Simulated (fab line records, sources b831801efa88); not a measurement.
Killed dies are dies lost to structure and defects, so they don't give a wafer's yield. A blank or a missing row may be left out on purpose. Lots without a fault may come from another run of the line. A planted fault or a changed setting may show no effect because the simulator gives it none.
Which tool did it? | flow sfq_line | 13 lots, 39 wafers sampled, at 4 steps of a route of 325

WHAT THE GAUGES READ, wafer by wafer
SFQ_I5_OVL_MEAS_936.
lot  | measured     | on         | I5_OVL (nm)
L201 | day 52 14:48 | overlay-01 | 2 6 5
L202 | day 53 02:48 | overlay-02 | -8 -7 -10
L206 | day 54 17:12 | overlay-01 | 0 -1 0
L207 | day 55 02:48 | overlay-02 | 2 -4 -7
L208 | day 55 17:38 | overlay-01 | 3 5 4
L209 | day 55 23:38 | overlay-01 | -5 -6 -2
L210 | day 56 06:49 | overlay-01 | 5 5 2
L212 | day 56 17:37 | overlay-02 | -4 -3 3
L213 | day 56 21:14 | overlay-02 | 2 4 8
L214 | day 56 22:26 | overlay-02 | -10 1 -3
L216 | day 57 16:14 | overlay-01 | -7 -1 2
L220 | day 58 11:26 | overlay-01 | 4 4 -5
L222 | day 58 17:25 | overlay-01 | 2 10 7

SFQ_C5_OVL_MEAS_937.
lot  | measured     | on         | C5_OVL (nm)
L201 | day 55 00:37 | overlay-01 | 6 -5 0
L202 | day 55 12:37 | overlay-02 | 6 4 7
L206 | day 57 06:20 | overlay-01 | -9 -7 -1
L207 | day 57 14:34 | overlay-02 | -1 -1 4
L208 | day 58 11:23 | overlay-02 | -10 -11 -4
L209 | day 58 18:34 | overlay-02 | -5 -7 -8
L210 | day 59 01:46 | overlay-02 | -2 12 6
L212 | day 59 13:34 | overlay-01 | -9 -8 -5
L213 | day 59 18:22 | overlay-01 | 2 -4 3
L214 | day 59 23:10 | overlay-01 | -7 -6 -5
L216 | day 60 17:11 | overlay-02 | -4 0 -2
L220 | day 61 15:31 | overlay-02 | -2 -6 -7
L222 | day 61 22:43 | overlay-02 | -1 -1 -1

WHICH TOOL RAN EACH LOT (tool, then ch and the chambers of the sampled wafers, then the start)
lot  | SFQ_TRILAYER_A5C_DEP_PECVD_142  | SFQ_TRILAYER_I5_ETCH_VIA_ETCH_147
L201 | pecvd-01 ch 0,1, day 50 04:29   | rie_diel-02 ch 0,2,3, day 52 14:52
L202 | pecvd-02 ch 0,1, day 50 16:29   | rie_diel-02 ch 0,3, day 53 02:52
L206 | pecvd-01 ch 0,1,2, day 52 18:47 | rie_diel-03 ch 1,3, day 54 17:16
L207 | pecvd-04 ch 0,1,2, day 53 08:10 | rie_diel-02 ch 1,3, day 55 02:52
L208 | pecvd-04 ch 0,1, day 53 21:11   | rie_diel-03 ch 0,1, day 55 17:42
L209 | pecvd-04 ch 1,2, day 54 05:14   | rie_diel-03 ch 1,2,3, day 55 23:42
L210 | pecvd-01 ch 0,1, day 54 15:56   | rie_diel-04 ch 1,2, day 56 06:54
L212 | pecvd-02 ch 1,2, day 55 05:10   | rie_diel-03 ch 0,2,3, day 56 17:42
L213 | pecvd-01 ch 0,2, day 55 09:56   | rie_diel-02 ch 1,2,3, day 56 21:18
L214 | pecvd-04 ch 0,1, day 55 12:20   | rie_diel-03 ch 0,1,2, day 56 22:30
L216 | pecvd-04 ch 0,1, day 56 07:32   | rie_diel-04 ch 0,1,2, day 57 16:18
L220 | pecvd-04 ch 0,2, day 57 09:29   | rie_diel-02 ch 1,2,3, day 58 11:30
L222 | pecvd-01 ch 0,1, day 57 16:41   | rie_diel-04 ch 0,2, day 58 17:30
- SFQ_TRILAYER_A5C_DEP_PECVD_142: deposits SiO2 from SiH4/N2O, time 15.556 s, target thk 70 nm.
- SFQ_TRILAYER_I5_ETCH_VIA_ETCH_147: etches the open film in CHF3, stops on Nb, target depth 360 nm.

WHAT THE TOOLS THEMSELVES READ (means of the sampled wafers that have a number; where no wafer has one, the mark that the record gives instead)
SFQ_TRILAYER_A5C_DEP_PECVD_142.
lot  | tool     | heater_power_w (W) | throttle_valve_pct (%)
L201 | pecvd-01 | 74                 | 26.9
L202 | pecvd-02 | 56                 | 24.9
L206 | pecvd-01 | 82                 | 26.4
L207 | pecvd-04 | 89                 | 24.7
L208 | pecvd-04 | 76                 | 24.9
L209 | pecvd-04 | 83                 | 24.0
L210 | pecvd-01 | 78                 | 26.8
L212 | pecvd-02 | 64                 | 26.0
L213 | pecvd-01 | 70                 | 27.0
L214 | pecvd-04 | 86                 | 25.0
L216 | pecvd-04 | 74                 | 24.2
L220 | pecvd-04 | 86                 | 25.9
L222 | pecvd-01 | 89                 | 23.0

SFQ_TRILAYER_I5_ETCH_VIA_ETCH_147.
lot  | tool        | chamber_pressure_mTorr (mTorr) | drypump_motor_current_A (A) | oes_product_au (a.u.)
L201 | rie_diel-02 | 30.010                         | 6.1                         | 0.991
L202 | rie_diel-02 | 29.989                         | 6.0                         | 0.987
L206 | rie_diel-03 | 29.978                         | 5.4                         | 0.988
L207 | rie_diel-02 | 29.997                         | 5.9                         | 0.990
L208 | rie_diel-03 | 30.011                         | 6.3                         | 0.990
L209 | rie_diel-03 | 29.986                         | 5.9                         | 0.997
L210 | rie_diel-04 | 29.984                         | 6.0                         | 0.987
L212 | rie_diel-03 | 30.022                         | 5.8                         | 0.988
L213 | rie_diel-02 | 30.007                         | 6.0                         | 0.990
L214 | rie_diel-03 | 30.008                         | 6.3                         | 0.988
L216 | rie_diel-04 | 30.023                         | 6.2                         | 0.984
L220 | rie_diel-02 | 29.967                         | 6.0                         | 0.992
L222 | rie_diel-04 | 29.981                         | 6.4                         | 0.985

THE ANSWER, worked out from the rows above alone
Rule: what is usual is taken from the lots themselves. Put in order of their means at a reading, lots are off if they are a third of the lots or fewer, leave a main group of 4 or more, and stand apart from it by a gap of 3 or more times the standard deviation of the main group's means; of several such gaps the widest counts. A main group whose means are all the same, to the digits that the tables above print for the reading, isn't used. A lot without any number at a reading at which 4 lots or more have one is off too. The other lots that the step has rows for count as sound. The gauges are gone through in route order, then the tools' own readings, and for those a lot's mean is taken as printed above. The first step at which some lot is off is used, and at that step the reading that is off furthest; a lot without a number counts as furthest.
No lot is off at any reading shown: from this, nothing can be told.

WHAT THE SIMULATOR HAD PUT IN
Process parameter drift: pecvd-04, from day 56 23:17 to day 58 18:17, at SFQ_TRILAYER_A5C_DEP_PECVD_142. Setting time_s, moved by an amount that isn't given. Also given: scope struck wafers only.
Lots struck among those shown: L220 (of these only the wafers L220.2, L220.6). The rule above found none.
